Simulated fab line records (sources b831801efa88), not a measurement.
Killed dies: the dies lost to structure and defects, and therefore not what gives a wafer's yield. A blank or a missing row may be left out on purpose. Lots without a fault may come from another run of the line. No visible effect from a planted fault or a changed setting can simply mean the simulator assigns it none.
Which of the tools did it? | flow gf180mcu | 42 wafers from 14 lots sampled at 5 of the route's 602 steps

== WHAT THE GAUGES READ, wafer by wafer ==
GF_V4_OVL_MEAS_15. Usual: for V4_OVL the level is 2 nm and the standard deviation is 6.1.
lot  | measured     | on         | V4_OVL (nm) | flag
L812 | day 24 08:17 | overlay-02 | 0 8 15      | 
L813 | day 24 11:50 | overlay-02 | -1 -3 -5    | 
L816 | day 25 16:35 | overlay-01 | 4 -7 -4     | 
L818 | day 26 14:07 | overlay-01 | -10 0 -3    | 
L819 | day 26 22:07 | overlay-01 | 3 -2 0      | 
L821 | day 27 08:23 | overlay-01 | 7 7 9       | 
L822 | day 27 20:14 | overlay-02 | -4 -4 -6    | 
L823 | day 28 10:55 | overlay-01 | -6 -7 -1    | 
L824 | day 28 22:22 | overlay-02 | 2 0 -1      | 
L827 | day 29 13:13 | overlay-01 | 0 1 2       | 
L829 | day 30 00:49 | overlay-02 | 2 0 6       | 
L831 | day 30 07:16 | overlay-01 | 3 9 4       | 
L834 | day 31 01:23 | overlay-02 | 2 3 0       | 
L835 | day 31 06:16 | overlay-02 | 3 8 5       | 

GF_MIM_THK_MEAS_06. Usual: for MIM_CVD_05_THK the level is 42.0 nm and the standard deviation is 0.65.
lot  | measured     | on           | MIM_CVD_05_THK (nm) | flag
L812 | day 24 10:02 | filmMetro-02 | 42.3 42.7 43.1      | 
L813 | day 24 13:32 | filmMetro-04 | 40.8 41.3 41.9      | 
L816 | day 25 18:14 | filmMetro-02 | 40.9 40.9 41.9      | 
L818 | day 26 15:48 | filmMetro-02 | 42.1 42.3 42.3      | 
L819 | day 27 00:04 | filmMetro-02 | 46.4 47.3 47.3      | OFF
L821 | day 27 10:04 | filmMetro-04 | 47.7 47.4 47.3      | OFF
L822 | day 27 21:55 | filmMetro-01 | 41.5 42.0 42.3      | 
L823 | day 28 12:33 | filmMetro-02 | 41.7 41.9 42.1      | 
L824 | day 29 00:04 | filmMetro-02 | 42.6 41.5 41.8      | 
L827 | day 29 14:55 | filmMetro-02 | 41.6 41.4 41.1      | 
L829 | day 30 02:28 | filmMetro-02 | 41.8 42.1 43.2      | 
L831 | day 30 08:55 | filmMetro-02 | 40.3 41.0 41.6      | 
L834 | day 31 03:02 | filmMetro-04 | 42.0 43.6 42.8      | 
L835 | day 31 07:57 | filmMetro-02 | 42.6 42.8 43.1      | 

== WHAT TOOL EACH LOT RAN ON (gives the tool, then ch and the chambers of the sampled wafers, and finally the start) ==
lot  | GF_V4_SPUTTER_22            | GF_MIM_SPUTTER_02           | GF_MIM_CVD_05
L812 | pvdSputter-01, day 24 09:02 | pvdSputter-04, day 24 09:55 | pecvd-03 ch 0,2, day 24 10:00
L813 | pvdSputter-03, day 24 12:37 | pvdSputter-01, day 24 13:23 | pecvd-04 ch 1,2, day 24 13:29
L816 | pvdSputter-03, day 25 17:20 | pvdSputter-04, day 25 18:06 | pecvd-01 ch 1,2, day 25 18:11
L818 | pvdSputter-04, day 26 14:53 | pvdSputter-02, day 26 15:38 | pecvd-04 ch 1,2, day 26 15:44
L819 | pvdSputter-03, day 26 22:54 | pvdSputter-02, day 26 23:55 | pecvd-04 ch 1,2, day 27 00:01
L821 | pvdSputter-01, day 27 09:08 | pvdSputter-04, day 27 09:53 | pecvd-04 ch 1,2, day 27 10:00
L822 | pvdSputter-03, day 27 21:00 | pvdSputter-04, day 27 21:47 | pecvd-01 ch 0,1, day 27 21:53
L823 | pvdSputter-03, day 28 11:40 | pvdSputter-01, day 28 12:26 | pecvd-01 ch 0,2, day 28 12:31
L824 | pvdSputter-01, day 28 23:09 | pvdSputter-01, day 28 23:55 | pecvd-01 ch 0,1,2, day 29 00:01
L827 | pvdSputter-03, day 29 14:02 | pvdSputter-01, day 29 14:47 | pecvd-01 ch 0,1,2, day 29 14:53
L829 | pvdSputter-01, day 30 01:34 | pvdSputter-01, day 30 02:20 | pecvd-01 ch 0,2, day 30 02:25
L831 | pvdSputter-01, day 30 08:01 | pvdSputter-02, day 30 08:47 | pecvd-01 ch 0,1,2, day 30 08:52
L834 | pvdSputter-04, day 31 02:08 | pvdSputter-04, day 31 02:54 | pecvd-03 ch 1,2, day 31 02:59
L835 | pvdSputter-03, day 31 07:02 | pvdSputter-04, day 31 07:49 | pecvd-03 ch 0,2, day 31 07:54
- GF_V4_SPUTTER_22: material TiN, target thk 10 nm, time 40 s.
- GF_MIM_SPUTTER_02: material AlCu, target thk 450 nm, time 23.9 s.
- GF_MIM_CVD_05: deposits Si3N4, target thk 42 nm, time 29.086 s.

== AS READ BY THE TOOLS THEMSELVES (means over the sampled wafers that have a number; for cases with no such wafer, the mark the record gives instead) ==
GF_V4_SPUTTER_22. Usual: 29.9 % for throttleValvePct, sd 1.4.
lot  | tool          | throttleValvePct (%) | flag
L812 | pvdSputter-01 | 29.5                 | 
L813 | pvdSputter-03 | 29.6                 | 
L816 | pvdSputter-03 | 29.4                 | 
L818 | pvdSputter-04 | 29.7                 | 
L819 | pvdSputter-03 | 30.3                 | 
L821 | pvdSputter-01 | 30.5                 | 
L822 | pvdSputter-03 | 29.3                 | 
L823 | pvdSputter-03 | 30.1                 | 
L824 | pvdSputter-01 | 30.3                 | 
L827 | pvdSputter-03 | 29.2                 | 
L829 | pvdSputter-01 | 31.3                 | 
L831 | pvdSputter-01 | 31.1                 | 
L834 | pvdSputter-04 | 30.6                 | 
L835 | pvdSputter-03 | 30.5                 | 

GF_MIM_SPUTTER_02. Usual: 30.1 % for throttleValvePct, sd 1.2.
lot  | tool          | throttleValvePct (%) | flag
L812 | pvdSputter-04 | 29.9                 | 
L813 | pvdSputter-01 | 29.2                 | 
L816 | pvdSputter-04 | 30.0                 | 
L818 | pvdSputter-02 | 29.8                 | 
L819 | pvdSputter-02 | 30.5                 | 
L821 | pvdSputter-04 | 29.6                 | 
L822 | pvdSputter-04 | 30.5                 | 
L823 | pvdSputter-01 | 28.9                 | 
L824 | pvdSputter-01 | 29.3                 | 
L827 | pvdSputter-01 | 30.1                 | 
L829 | pvdSputter-01 | 28.8                 | 
L831 | pvdSputter-02 | 29.4                 | 
L834 | pvdSputter-04 | 29.8                 | 
L835 | pvdSputter-04 | 30.3                 | 

GF_MIM_CVD_05. Usual: 660 W for heaterPowerW, sd 69.
lot  | tool     | heaterPowerW (W) | flag
L812 | pecvd-03 | 639              | 
L813 | pecvd-04 | 604              | 
L816 | pecvd-01 | 725              | 
L818 | pecvd-04 | 590              | 
L819 | pecvd-04 | 634              | 
L821 | pecvd-04 | 611              | 
L822 | pecvd-01 | 691              | 
L823 | pecvd-01 | 655              | 
L824 | pecvd-01 | 692              | 
L827 | pecvd-01 | 705              | 
L829 | pecvd-01 | 737              | 
L831 | pecvd-01 | 726              | 
L834 | pecvd-03 | 571              | 
L835 | pecvd-03 | 638              | 

== THE ANSWER, worked out from the rows above alone ==
Rule: a lot is off if the mean of its wafers that have a number lies more than 3 standard deviations from the usual mean. A lot without any number at a reading at which 4 lots or more have one is off too. All remaining lots with rows at the step are treated as sound. Order of review: gauges by route order, followed by the tools' own readings, for which a lot's mean as printed above is used. The first step at which some lot is off is used, and at that step the reading that is off furthest; a lot without a number counts as furthest.
Off: L819, L821, at GF_MIM_THK_MEAS_06 (MIM_CVD_05_THK).
A tool fits if, at a process step before that reading, it ran every lot that is off, and no sound lot after the first of them. Those tools and the gauges at GF_MIM_THK_MEAS_06 are tried in the same way. One fits: GF_MIM_CVD_05 on pecvd-04. A fault onset in the window from L818 (day 26 15:44, its last sound lot) to L819 (day 27 00:01, its first lot off) fits.

== WHAT THE SIMULATOR HAD PUT IN ==
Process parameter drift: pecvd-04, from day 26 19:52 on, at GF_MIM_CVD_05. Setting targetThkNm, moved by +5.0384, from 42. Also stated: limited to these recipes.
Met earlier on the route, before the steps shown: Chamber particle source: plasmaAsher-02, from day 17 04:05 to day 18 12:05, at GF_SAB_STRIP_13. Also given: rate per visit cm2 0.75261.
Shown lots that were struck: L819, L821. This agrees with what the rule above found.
